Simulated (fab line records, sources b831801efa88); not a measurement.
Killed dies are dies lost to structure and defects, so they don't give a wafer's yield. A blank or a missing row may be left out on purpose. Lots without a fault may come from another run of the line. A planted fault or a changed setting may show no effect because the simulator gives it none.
Which tool did it? | flow gf180mcu | 7 lots, 21 wafers sampled, at 3 steps of a route of 602

WHAT THE GAUGES READ, wafer by wafer
GF_MIM_THK_MEAS_11: measures by xrf.
lot  | measured     | on            | MIM_ALCU_THK (nm)
L785 | day 24 13:49 | film_metro-02 | 198.4 198.8 195.7
L789 | day 26 09:47 | film_metro-02 | 203.9 202.5 202.3
L792 | day 27 06:02 | film_metro-04 | 201.5 202.0 201.7
L797 | day 29 03:36 | film_metro-02 | 200.1 200.0 200.8
L799 | day 29 15:11 | film_metro-04 | 197.8 199.6 199.9
L805 | day 30 18:51 | film_metro-02 | 200.8 198.6 196.9
L807 | day 31 08:17 | film_metro-04 | 199.0 200.1 199.5

WHICH TOOL RAN EACH LOT (tool, then ch and the chambers of the sampled wafers, then the start)
lot  | GF_MIM_SPUTTER_08            | GF_MIM_SPUTTER_09
L785 | pvd_sputter-02, day 24 13:38 | pvd_sputter-02, day 24 13:40
L789 | pvd_sputter-01, day 26 09:35 | pvd_sputter-01, day 26 09:37
L792 | pvd_sputter-01, day 27 05:49 | pvd_sputter-01, day 27 05:50
L797 | pvd_sputter-01, day 29 03:24 | pvd_sputter-01, day 29 03:25
L799 | pvd_sputter-04, day 29 15:01 | pvd_sputter-04, day 29 15:02
L805 | pvd_sputter-04, day 30 18:40 | pvd_sputter-04, day 30 18:41
L807 | pvd_sputter-01, day 31 08:02 | pvd_sputter-01, day 31 08:04
- GF_MIM_SPUTTER_08: material AlCu, target thk 200 nm, time 10.6 s.
- GF_MIM_SPUTTER_09: material TiN, target thk 35 nm, time 29.2 s.

THE ANSWER, worked out from the rows above alone
Rule: what is usual is taken from the lots themselves. Put in order of their means at a reading, lots are off if they are a third of the lots or fewer, leave a main group of 4 or more, and stand apart from it by a gap of 3 or more times the standard deviation of the main group's means; of several such gaps the widest counts. A main group whose means are all the same, to the digits that the tables above print for the reading, isn't used. A lot without any number at a reading at which 4 lots or more have one is off too. The other lots that the step has rows for count as sound.
No lot is off at any reading shown: from this, nothing can be told.

WHAT THE SIMULATOR HAD PUT IN
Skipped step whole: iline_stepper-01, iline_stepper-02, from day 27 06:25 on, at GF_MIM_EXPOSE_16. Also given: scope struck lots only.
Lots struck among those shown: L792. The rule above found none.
